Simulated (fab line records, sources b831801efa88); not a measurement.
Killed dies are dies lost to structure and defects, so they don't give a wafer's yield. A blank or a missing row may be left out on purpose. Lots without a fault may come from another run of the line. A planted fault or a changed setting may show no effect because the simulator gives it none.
fab line records | flow sfq_line
record lots=6 wafers=18 last_day=91
route steps=325 shown M1@62 I1@73 M2@88 I2@103 M8@325
lots that met no fault: from a run of the same line without faults
start_h: hours from the record's first day to the start of the lot's first wafer shown | wait_h: hours since the lot's step before | " the same as in the row above | L1.1+2: a row that stands for several wafers | - no value, or no start given | * or withheld: withheld | < > ~ a bound
route shown NAME@n: a module of which the file shows steps, and the number in the route of the first | usual: mean/standard deviation of fault-free wafers | same: alike in all rows | chamber/n: place in a boat | sites: the reading at each site | _std_site: their standard deviation | _edge_site: outer sites' mean less inner sites' | radius_mm: how far each site lies from the wafer's centre | mask NAME#n: copy n | behind: the tool/chamber that last shaped the wafer | hold: why the lot was held/for how many hours/how that ended | device: the transistor (n, p or np) that didn't switch | end of line: the same wafers' tests at the end of the route | a step without rows: its recipe alone | killed: dies lost to structure and defects at the first sort, not the wafer's yield | map: a wafer's dies, x killed, . not, _ none there
set.NAME: the setting as run; set.NAME@STEP: as run at that earlier step | model.NAME: the simulator's own value behind a step, which no gauge read
lots at some steps of the route; a table a step, a row a wafer
services: from which hour (start_h, from the record's first day; less than 0 if before it) a tool's chamber was out of use, for how many hours, and why
## steps
# step SFQ_TRILAYER_M1_LITHO_COAT_044
# recipe resist=BARC spin_rpm=3000 resist_thk_nm=62
# step SFQ_TRILAYER_M1_LITHO_COAT_039
# recipe resist=KrF spin_rpm=3000 resist_thk_nm=600
# step SFQ_TRILAYER_M1_LITHO_SOFTBAKE_043
# recipe temp_c=withheld time_s=withheld resist=KrF
# step SFQ_TRILAYER_M1_LITHO_EXPOSE_040
# recipe mask_id=M1 na=0.6 source_shape=conventional sigma_outer=0.65 target_cd_nm=500 dose_mj=14.4
# step SFQ_TRILAYER_M1_LITHO_PEB_042
# recipe peb_temp_c=115 peb_time_s=60 resist=KrF
# step SFQ_TRILAYER_M1_LITHO_DEVELOP_041
# recipe time_s=60 resist=KrF
# step SFQ_M1_OVL_MEAS_911
# usual M1_OVL=-2/5.8
# columns lot.wafer tool chamber start_h wait_h M1_OVL[nm]
L608.2 overlay-01 - 522.99 0.1 3
L608.3 " - " " 4
L608.5 " - " " -3
L613.2 overlay-01 - 589.82 0.1 -5
L613.4 " - " " -4
L613.5 " - " " 1
L615.1 overlay-01 - 610.78 0.1 2
L615.2 " - " " -9
L615.4 " - " " -3
L616.1 overlay-01 - 614.38 0.1 -7
L616.2 " - " " -10
L616.3 " - " " -7
L622.2 overlay-02 - 679.15 0.1 -1
L622.3 " - " " -3
L622.6 " - " " -3
L628.2 overlay-01 - 739.07 0.1 -2
L628.3 " - " " 4
L628.4 " - " " -2
# step SFQ_TRILAYER_M1_BARC_OPEN_METAL_ETCH_054
# recipe mask_material=PR chemistry=O2 target_depth_nm=125 target=BARC icp_w=600 bias_w=80 pressure_mtorr=10 time_s=41.7
# step SFQ_TRILAYER_M1_ETCH_METAL_ETCH_042
# recipe target=Nb stop_on=SiO2 mask_material=PR chemistry=Cl2/Ar target_depth_nm=240 icp_w=600 bias_w=80 pressure_mtorr=10 time_s=120
# usual drypump_motor_current_A=5.9/0.44 oes_product_au=0.897/0.0075
# columns lot.wafer tool chamber start_h wait_h drypump_motor_current_A oes_product_au rf_hours_counter_h
L608.2 rie_metal-02 1 523.08 0.0 5.6 0.897 10
L608.3 " 0 " " 6.1 0.892 -
L608.5 " 0 " " 6.1 0.884 -
L613.2 rie_metal-04 1 589.90 0.0 6.7 0.899 19
L613.4 " 0 " " 6.5 0.909 -
L613.5 " 0 " " 6.5 0.906 -
L615.1 rie_metal-02 1 610.87 0.0 5.6 0.900 21
L615.2 " 0 " " 6.1 0.882 78
L615.4 " 1 " " 5.6 0.890 -
L616.1 rie_metal-01 0 614.47 0.0 5.4 0.900 10
L616.2 " 1 " " 5.6 0.897 82
L616.3 " 1 " " 5.6 0.901 -
L622.2 rie_metal-01 0 679.24 0.0 5.4 0.897 19
L622.3 " 1 " " 5.6 0.902 -
L622.6 " 1 " " 5.6 0.900 -
L628.2 rie_metal-01 1 739.26 0.1 5.6 0.912 -
L628.3 " 1 " " 5.6 0.893 -
L628.4 " 1 " " 5.6 0.901 -
# step SFQ_TRILAYER_M1_STRIP_STRIP_043
# recipe gas=O2 power_w=200 platen_temp_c=40 overash_fraction=0.65 chemistry=O2 pressure_mtorr=50
# step SFQ_TRILAYER_M1_STRIP_SOLV_CLEAN_044
# recipe chemistry=NMP temp_c=70 time_s=600
# step SFQ_TRILAYER_I1_DEP_PECVD_045
# recipe material=SiO2 temp_c=150 time_s=111.11 pressure_torr=2.4 rf_w=183.3 precursor=SiH4/N2O target_thk_nm=500
# step SFQ_TRILAYER_I1_CMP_CMP_046
# recipe material=SiO2 down_force_psi=3 platen_rpm=60 pad_velocity_m_s=0.94248
# usual motor_current_A=9.9/0.9 time_to_endpoint_s=215/7
# columns lot.wafer tool chamber start_h wait_h motor_current_A time_to_endpoint_s model.SiO2_of_TRILAYER_I1_DEP_PECVD_045.thk_nm
L608.3 cmp-01 2 524.77 0.7 9.5 211 200.5
L608.2 " 1 526.27 2.2 9.4 214 201.5
L608.5 " 3 527.27 3.2 9.8 213 201.8
L613.2 cmp-02 1 590.88 0.0 10.4 195 199.1
L613.4 " 3 591.88 1.0 11.3 208 199.2
L613.5 " 2 593.38 2.5 10.0 200 197.9
L615.1 cmp-02 0 611.85 0.0 9.7 212 199.7
L615.4 " 1 " " 10.5 209 198.6
L615.2 " 2 " " 10.0 269 299.5
L616.2 cmp-02 1 615.95 0.5 10.8 274 301.6
L616.1 " 2 " " 10.1 208 198.4
L616.3 " 3 " " 11.2 204 199.3
L622.3 cmp-01 1 682.21 2.0 9.0 210 200.2
L622.2 " 3 683.21 3.0 10.1 214 200.8
L622.6 " 0 " " 8.2 215 200
L628.4 cmp-01 2 764.91 23.8 9.4 223 199.2
L628.2 " 0 765.91 24.9 8.2 220 199.8
L628.3 " 1 " " 8.5 218 199.3
# step SFQ_I1_BOW_MEAS_912
# recipe mode=bow
# usual I1_BOW=2/7.7
# columns lot.wafer tool chamber start_h wait_h I1_BOW[um]
L608.2 film_metro-02 - 527.79 1.0 -1
L608.3 " - " " -3
L608.5 " - " " 2
L613.2 film_metro-03 - 593.90 2.5 12
L613.4 " - " " -15
L613.5 " - " " 0
L615.1 film_metro-03 - 614.85 2.5 4
L615.2 " - " " 7
L615.4 " - " " 6
L615.1 film_metro-03 - 616.17 1.3 -
L615.2 " - " " -
L615.4 " - " " -
L616.1 film_metro-02 - 618.45 1.5 6
L616.2 " - " " 5
L616.3 " - " " 11
L616.1 film_metro-02 - 619.77 1.3 -
L616.2 " - " " -
L616.3 " - " " -
L622.2 film_metro-03 - 684.73 1.0 2
L622.3 " - " " -2
L622.6 " - " " 9
L628.2 film_metro-02 - 767.93 1.5 -8
L628.3 " - " " -10
L628.4 " - " " 2
# step SFQ_TRILAYER_I1_METRO_MEASURE_047
# usual thk_nm=199.9/1.2
# columns lot.wafer tool chamber start_h wait_h thk_nm
L608.2 film_metro-02 - 528.09 0.3 201.6
L608.3 " - " " 200.5
L608.5 " - " " 201.9
L613.2 film_metro-03 - 594.20 0.3 199.1
L613.4 " - " " 199.1
L613.5 " - " " 198.0
L615.1 film_metro-03 - 621.99 5.8 199.7
L615.2 " - " " 299.5
L615.4 " - " " 198.3
L615.1 film_metro-03 - 623.36 1.2 199.6
L615.2 " - " " 299.4
L615.4 " - " " 198.7
L616.1 film_metro-02 - 630.51 10.7 198.4
L616.2 " - " " 301.4
L616.3 " - " " 199.2
L616.1 film_metro-02 - 632.37 1.7 198.6
L616.2 " - " " 301.5
L616.3 " - " " 199.3
L622.2 film_metro-03 - 685.03 0.3 200.7
L622.3 " - " " 200.2
L622.6 " - " " 200.0
L628.2 film_metro-02 - 768.23 0.3 199.9
L628.3 " - " " 199.3
L628.4 " - " " 199.2
# step SFQ_TRILAYER_I1_VIA_LITHO_COAT_054
# recipe resist=BARC spin_rpm=3000 resist_thk_nm=62
# step SFQ_TRILAYER_I1_VIA_LITHO_COAT_049
# recipe resist=KrF spin_rpm=3000 resist_thk_nm=650
# step SFQ_TRILAYER_I1_VIA_LITHO_SOFTBAKE_053
# recipe temp_c=withheld time_s=withheld resist=KrF
# step SFQ_TRILAYER_I1_VIA_LITHO_EXPOSE_050
# recipe mask_id=I1 na=0.6 source_shape=conventional sigma_outer=0.65 target_cd_nm=500 dose_mj=21.3
# step SFQ_TRILAYER_I1_VIA_LITHO_PEB_052
# recipe peb_temp_c=115 peb_time_s=60 resist=KrF
# step SFQ_TRILAYER_I1_VIA_LITHO_DEVELOP_051
# recipe time_s=60 resist=KrF
# step SFQ_I1_OVL_MEAS_913
# usual I1_OVL=3/5.7
# columns lot.wafer tool chamber start_h wait_h I1_OVL[nm]
L608.2 overlay-02 - 686.35 0.1 7
L608.3 " - " " 4
L608.5 " - " " 3
L613.2 overlay-02 - 740.17 0.1 2
L613.4 " - " " 6
L613.5 " - " " 6
L615.1 overlay-02 - 751.46 0.1 -2
L615.2 " - " " 2
L615.4 " - " " 3
L616.1 overlay-02 - 754.61 0.1 8
L616.2 " - " " 7
L616.3 " - " " 10
L622.2 overlay-01 - 797.94 0.1 1
L622.3 " - " " -1
L622.6 " - " " 4
L628.2 overlay-02 - 908.04 0.1 5
L628.3 " - " " -6
L628.4 " - " " 1
# step SFQ_TRILAYER_I1_VIA_BARC_OPEN_VIA_ETCH_071
# recipe mask_material=PR chemistry=O2 target_depth_nm=125 target=BARC source_w=500 bias_w=80 pressure_mtorr=30 time_s=41.7
# usual drypump_motor_current_A=5.6/0.42 oes_product_au=0.685/0.0046
# columns lot.wafer tool chamber start_h wait_h drypump_motor_current_A oes_product_au rf_hours_counter_h
L608.2 rie_diel-01 0 686.38 0.0 6.3 0.678 7
L608.3 " 1 " " 5.4 0.686 28
L608.5 " 3 " " 5.4 0.690 -
L613.2 rie_diel-03 2 740.20 0.0 4.7 0.677 5
L613.4 " 0 " " 5.5 0.688 4
L613.5 " 0 " " 5.5 0.690 -
L615.1 rie_diel-04 2 751.49 0.0 5.5 0.683 2
L615.2 " 0 " " 5.5 0.683 16
L615.4 " 3 " " 6.0 0.684 9
L616.1 rie_diel-03 3 754.64 0.0 5.8 0.691 38
L616.2 " 2 " " 4.7 0.685 5
L616.3 " 0 " " 5.6 0.687 4
L622.2 rie_diel-03 1 797.97 0.0 5.6 0.691 14
L622.3 " 0 " " 5.6 0.683 5
L622.6 " 0 " " 5.6 0.684 -
L628.2 rie_diel-04 0 908.07 0.0 5.4 0.689 18
L628.3 " 3 " " 5.9 0.683 11
L628.4 " 2 " " 5.5 0.687 4
# step SFQ_TRILAYER_I1_VIA_ETCH_VIA_ETCH_052
# recipe target=SiO2 stop_on=Nb mask_material=PR taper_deg=20 chemistry=CHF3 target_depth_nm=260 source_w=500 bias_w=80 pressure_mtorr=30 time_s=withheld
# usual drypump_motor_current_A=5.6/0.42 oes_product_au=0.854/0.0055
# columns lot.wafer tool chamber start_h wait_h drypump_motor_current_A oes_product_au model.I1.feature_depth_nm model.etch.depth_nm
L608.2 rie_diel-01 0 686.42 0.0 6.3 0.861 201.5 201.5
L608.3 " 1 " " 5.4 0.852 200.5 200.5
L608.5 " 3 " " 5.4 0.853 201.8 201.8
L613.2 rie_diel-03 2 740.24 0.0 4.7 0.844 199.1 199.1
L613.4 " 0 " " 5.6 0.857 199.2 199.2
L613.5 " 0 " " 5.5 0.852 197.9 197.9
L615.1 rie_diel-04 2 751.53 0.0 5.5 0.850 199.7 199.7
L615.2 " 0 " " 5.5 1.003 260.3 260.3
L615.4 " 3 " " 6.0 0.842 198.6 198.6
L616.1 rie_diel-03 3 754.68 0.0 5.8 0.855 198.4 198.4
L616.2 " 2 " " 4.7 1.002 259.7 259.7
L616.3 " 0 " " 5.5 0.857 199.3 199.3
L622.2 rie_diel-03 1 798.01 0.0 5.6 0.863 200.8 200.8
L622.3 " 0 " " 5.5 0.858 200.2 200.2
L622.6 " 0 " " 5.5 0.854 200 200
L628.2 rie_diel-04 0 908.11 0.0 5.5 0.845 199.8 199.8
L628.3 " 3 " " 5.9 0.850 199.3 199.3
L628.4 " 2 " " 5.5 0.854 199.2 199.2
# step SFQ_TRILAYER_I1_VIA_STRIP_STRIP_053
# recipe gas=O2 power_w=200 platen_temp_c=40 overash_fraction=0.65 chemistry=O2 pressure_mtorr=50
# usual drypump_motor_current_A=5.9/0.34 oes_product_au=1.001/0.0077
# columns lot.wafer tool chamber start_h wait_h drypump_motor_current_A oes_product_au rf_hours_counter_h
L608.2 rie_metal-03 0 686.53 - 6.3 1.000 80
L608.3 " 0 " " 6.3 1.003 -
L608.5 " 0 " " 6.4 0.995 -
L613.2 rie_metal-03 1 740.35 - 6.0 1.001 76
L613.4 " 0 " " 6.4 1.000 -
L613.5 " 0 " " 6.3 0.996 -
L615.1 rie_metal-02 1 751.65 - 5.6 1.007 41
L615.2 " 0 " " 6.1 0.990 98
L615.4 " 0 " " 6.0 0.990 -
L616.1 rie_metal-03 1 754.80 - 6.1 1.015 78
L616.2 " 0 " " 6.4 1.003 92
L616.3 " 1 " " 6.1 1.006 -
L622.2 rie_metal-03 1 798.12 - 6.1 0.998 83
L622.3 " 0 " " 6.4 1.001 -
L622.6 " 0 " " 6.4 1.002 -
L628.2 rie_metal-03 1 908.22 - 6.1 1.012 97
L628.3 " 0 " " 6.4 0.995 -
L628.4 " 1 " " 6.1 1.009 -
# step SFQ_TRILAYER_I1_VIA_STRIP_SOLV_CLEAN_054
# recipe chemistry=NMP temp_c=70 time_s=600
# step SFQ_TRILAYER_M2_DEP_PRE_CLEAN_056
# recipe gas=Ar time_s=22.5 bias_v=250
# usual bias_v=250.2/2.8
# columns lot.wafer tool chamber start_h wait_h bias_v model.SiO2_of_TRILAYER_I1_DEP_PECVD_045.thk_nm
L608.2 pvd_sputter-04 - 687.31 0.0 251.4 194
L608.3 " - " " 248.2 193
L608.5 " - " " 249.4 194.3
L613.2 pvd_sputter-04 - 741.12 0.0 247.4 191.6
L613.4 " - " " 252.7 191.7
L613.5 " - " " 250.1 190.4
L615.1 pvd_sputter-03 - 752.42 0.0 253.7 192.2
L615.2 " - " " 254.9 292
L615.4 " - " " 246.1 191.1
L616.1 pvd_sputter-04 - 755.59 0.0 247.1 190.9
L616.2 " - " " 250.8 294.1
L616.3 " - " " 248.4 191.8
L622.2 pvd_sputter-05 - 799.07 0.0 249.2 193.3
L622.3 " - " " 248.8 192.7
L622.6 " - " " 246.0 192.5
L628.2 pvd_sputter-05 - 909.01 0.0 249.0 192.3
L628.3 " - " " 250.3 191.8
L628.4 " - " " 253.6 191.7
# step SFQ_TRILAYER_M2_DEP_SPUTTER_055
# recipe material=Nb base_pressure_pa=1.33e-06 chamber_pressure_pa=0.1333 substrate_temp_c=20 resputter_cathode_voltage_v=400 target_thk_nm=200 power_w=2000 time_s=133.3
# step SFQ_M2_RS_MEAS_914
# recipe thk_meas_gauge=four-point-probe reads=Nb_of_TRILAYER_M2_DEP_SPUTTER_055
# usual M2_NB_RS=0.892/0.0076
# columns lot.wafer tool chamber start_h wait_h M2_NB_RS[ohm/sq]
L608.2 film_metro-01 - 687.45 0.1 0.888
L608.3 " - " " 0.895
L608.5 " - " " 0.900
L613.2 film_metro-03 - 741.26 0.1 0.890
L613.4 " - " " 0.895
L613.5 " - " " 0.896
L615.1 film_metro-03 - 752.54 0.0 0.888
L615.2 " - " " 0.890
L615.4 " - " " 0.891
L616.1 film_metro-01 - 755.71 0.0 0.893
L616.2 " - " " 0.894
L616.3 " - " " 0.895
L622.2 film_metro-04 - 799.21 0.1 0.892
L622.3 " - " " 0.895
L622.6 " - " " 0.893
L628.2 film_metro-03 - 909.15 0.1 0.897
L628.3 " - " " 0.889
L628.4 " - " " 0.909
# step SFQ_TRILAYER_M2_LITHO_COAT_062
# recipe resist=BARC spin_rpm=3000 resist_thk_nm=62
# step SFQ_TRILAYER_M2_LITHO_COAT_057
# recipe resist=KrF spin_rpm=3000 resist_thk_nm=600
# step SFQ_TRILAYER_M2_LITHO_SOFTBAKE_061
# recipe temp_c=withheld time_s=withheld resist=KrF
# step SFQ_TRILAYER_M2_LITHO_EXPOSE_058
# recipe mask_id=M2 na=0.6 source_shape=conventional sigma_outer=0.65 target_cd_nm=500 dose_mj=14.4
# step SFQ_TRILAYER_M2_LITHO_PEB_060
# recipe peb_temp_c=115 peb_time_s=60 resist=KrF
# step SFQ_TRILAYER_M2_LITHO_DEVELOP_059
# recipe time_s=60 resist=KrF
# step SFQ_M2_OVL_MEAS_916
# usual M2_OVL=-4/6.1
# columns lot.wafer tool chamber start_h wait_h M2_OVL[nm]
L608.2 overlay-02 - 799.14 0.1 -11
L608.3 " - " " -11
L608.5 " - " " -11
L613.2 overlay-02 - 867.43 0.1 -7
L613.4 " - " " -3
L613.5 " - " " -5
L615.1 overlay-01 - 880.43 0.1 -1
L615.2 " - " " -5
L615.4 " - " " -5
L616.1 overlay-01 - 884.03 0.1 -15
L616.2 " - " " -12
L616.3 " - " " -17
L622.2 overlay-01 - 946.48 0.1 0
L622.3 " - " " 1
L622.6 " - " " 3
L628.2 overlay-01 - 1047.89 0.1 -14
L628.3 " - " " -14
L628.4 " - " " -7
# step SFQ_TRILAYER_M2_BARC_OPEN_METAL_ETCH_077
# recipe mask_material=PR chemistry=O2 target_depth_nm=125 target=BARC icp_w=600 bias_w=80 pressure_mtorr=10 time_s=41.7
# usual drypump_motor_current_A=6.0/0.46 oes_product_au=0.685/0.0043
# columns lot.wafer tool chamber start_h wait_h drypump_motor_current_A oes_product_au rf_hours_counter_h
L608.2 rie_metal-01 1 799.17 0.0 5.6 0.681 111
L608.3 " 1 " " 5.6 0.692 -
L608.5 " 0 " " 5.4 0.681 -
L613.2 rie_metal-04 0 867.46 0.0 6.4 0.680 52
L613.4 " 1 " " 6.6 0.685 -
L613.5 " 1 " " 6.6 0.679 -
L615.1 rie_metal-03 0 880.47 0.0 6.4 0.690 107
L615.2 " 1 " " 6.0 0.686 93
L615.4 " 1 " " 6.0 0.692 -
L616.1 rie_metal-03 0 884.07 0.0 6.3 0.684 108
L616.2 " 1 " " 6.0 0.686 93
L616.3 " 0 " " 6.4 0.683 -
L622.2 rie_metal-03 1 946.51 0.0 6.0 0.692 103
L622.3 " 1 " " 6.0 0.685 -
L622.6 " 0 " " 6.4 0.683 -
L628.2 rie_metal-01 0 1047.92 0.0 5.4 0.677 73
L628.3 " 1 " " 5.6 0.681 -
L628.4 " 0 " " 5.4 0.686 -
# step SFQ_TRILAYER_M2_ETCH_METAL_ETCH_060
# recipe target=Nb stop_on=SiO2 mask_material=PR chemistry=Cl2/Ar target_depth_nm=240 icp_w=600 bias_w=80 pressure_mtorr=10 time_s=120
# step SFQ_TRILAYER_M2_STRIP_STRIP_061
# recipe gas=O2 power_w=200 platen_temp_c=40 overash_fraction=0.65 chemistry=O2 pressure_mtorr=50
# step SFQ_TRILAYER_M2_STRIP_SOLV_CLEAN_062
# recipe chemistry=NMP temp_c=70 time_s=600
# step SFQ_TRILAYER_I2_DEP_PECVD_063
# recipe material=SiO2 temp_c=150 time_s=111.11 pressure_torr=2.4 rf_w=183.3 precursor=SiH4/N2O target_thk_nm=500
# usual heater_power_w=92/15 throttle_valve_pct=24.2/1.1
# columns lot.wafer tool chamber start_h wait_h heater_power_w since_wet_clean_h throttle_valve_pct
L608.2 pecvd-02 0 800.14 0.0 102 222 22.8
L608.3 " 2 " " 110 222 24.3
L608.5 " 2 " " 92 - 24.2
L613.2 pecvd-02 1 868.42 0.0 90 291 23.8
L613.4 " 0 " " 92 - 22.8
L613.5 " 1 " " 90 - 23.4
L615.1 pecvd-02 1 881.60 0.0 83 304 23.7
L615.2 " 0 " " 99 304 22.7
L615.4 " 2 " " 104 - 24.4
L616.1 pecvd-03 1 885.20 0.0 77 1430 26.2
L616.2 " 2 " " 60 1430 25.1
L616.3 " 0 " " 112 1430 25.4
L622.2 pecvd-03 2 947.47 0.0 68 0 23.1
L622.3 " 1 " " 89 0 23.1
L622.6 " 0 " " 113 - 22.2
L628.2 pecvd-01 1 1048.88 0.0 103 841 25.7
L628.3 " 0 " " 93 841 25.4
L628.4 " 0 " " 96 - 25.5
# step SFQ_M8_BOW_MEAS_951
# recipe mode=bow
# usual M8_BOW=9/9.5
# columns lot.wafer tool chamber start_h wait_h M8_BOW[um] model.etest.i1.link_ohm
L608.2 film_metro-04 - 1991.97 0.0 1 1.968
L608.3 " - " " 2 1.98
L608.5 " - " " 6 1.98
L613.2 film_metro-04 - 2126.23 0.0 25 1.941
L613.4 " - " " -1 1.947
L613.5 " - " " 13 1.95
L615.1 film_metro-01 - 2129.80 0.0 9 1.967
L615.2 " - " " 13 1e+06
L615.4 " - " " 11 1.969
L616.1 film_metro-04 - 2132.20 0.0 3 1.952
L616.2 " - " " 5 1e+06
L616.3 " - " " 10 1.96
L622.2 film_metro-04 - 2171.36 0.0 19 1.96
L622.3 " - " " 13 1.968
L622.6 " - " " 27 1.965
L628.2 film_metro-02 - 2180.96 0.0 4 1.97
L628.3 " - " " 2 1.966
L628.4 " - " " 12 1.986
## services
# columns tool chamber start_h hours kind
rie_metal-03 - 503.94 1.2 repair
rie_diel-03 - 532.57 1.5 repair
film_metro-02 - 567.51 0.5 pm
rie_diel-04 - 568.90 0.9 repair
film_metro-03 - 570.56 0.9 pm
film_metro-02 - 594.09 0.3 pm
rie_diel-03 - 595.66 1.0 repair
rie_metal-03 0 598.50 10.8 repair
rie_diel-03 - 624.75 2.7 repair
rie_diel-03 3 625.39 16.8 repair
rie_metal-03 1 634.60 9.3 repair
rie_metal-01 0 738.82 4.2 repair
rie_diel-03 1 752.91 4.6 repair
rie_metal-01 1 823.59 1.6 repair
rie_metal-03 - 828.78 1.4 pm
rie_metal-01 1 856.89 16.7 repair
rie_diel-03 2 880.56 4.3 repair
rie_diel-03 - 902.25 46.9 repair
rie_diel-03 0 912.87 3.0 repair
rie_diel-03 0 933.44 6.1 repair
rie_diel-03 3 964.66 13.7 repair
rie_diel-03 1 972.44 13.9 repair
rie_diel-03 2 999.77 6.0 repair
rie_diel-03 - 1028.42 2.8 pm
## key
first_sign step=SFQ_TRILAYER_I1_CMP_CMP_046 reading=time_to_endpoint_s direction=up sigmas=8.2 usual=* struck=*
effect step=SFQ_I1_BOW_MEAS_912 reading=visit direction=added
effect step=SFQ_TRILAYER_I1_METRO_MEASURE_047 reading=visit direction=added
effect step=SFQ_TRILAYER_I1_METRO_MEASURE_047 reading=thk_nm direction=up sigmas=84 usual=199.9 struck=300.5
effect step=SFQ_TRILAYER_I1_VIA_ETCH_VIA_ETCH_052 reading=oes_product_au direction=up sigmas=27 usual=0.854 struck=1.003
model_effect step=SFQ_TRILAYER_I1_CMP_CMP_046 value=SiO2_of_TRILAYER_I1_DEP_PECVD_045.thk_nm without=198.5 struck=300.6
model_effect step=SFQ_TRILAYER_I1_VIA_ETCH_VIA_ETCH_052 value=I1.feature_depth_nm without=198.5 struck=260
model_effect step=SFQ_TRILAYER_M2_DEP_PRE_CLEAN_056 value=SiO2_of_TRILAYER_I1_DEP_PECVD_045.thk_nm without=191 struck=293.1
model_effect step=SFQ_M8_BOW_MEAS_951 value=etest.i1.link_ohm without=1.963 struck=1e+06
met_at SFQ_TRILAYER_I1_CMP_CMP_046
struck_wafers L615.2,L616.2
onset_between 590.88 611.85
fault kind=process_parameter_drift tool=cmp-02 chamber=- onset_h=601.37 steps=SFQ_TRILAYER_I1_CMP_CMP_046 channel=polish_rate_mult offset=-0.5 shape=step end_h=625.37 scope=struck_wafers_only
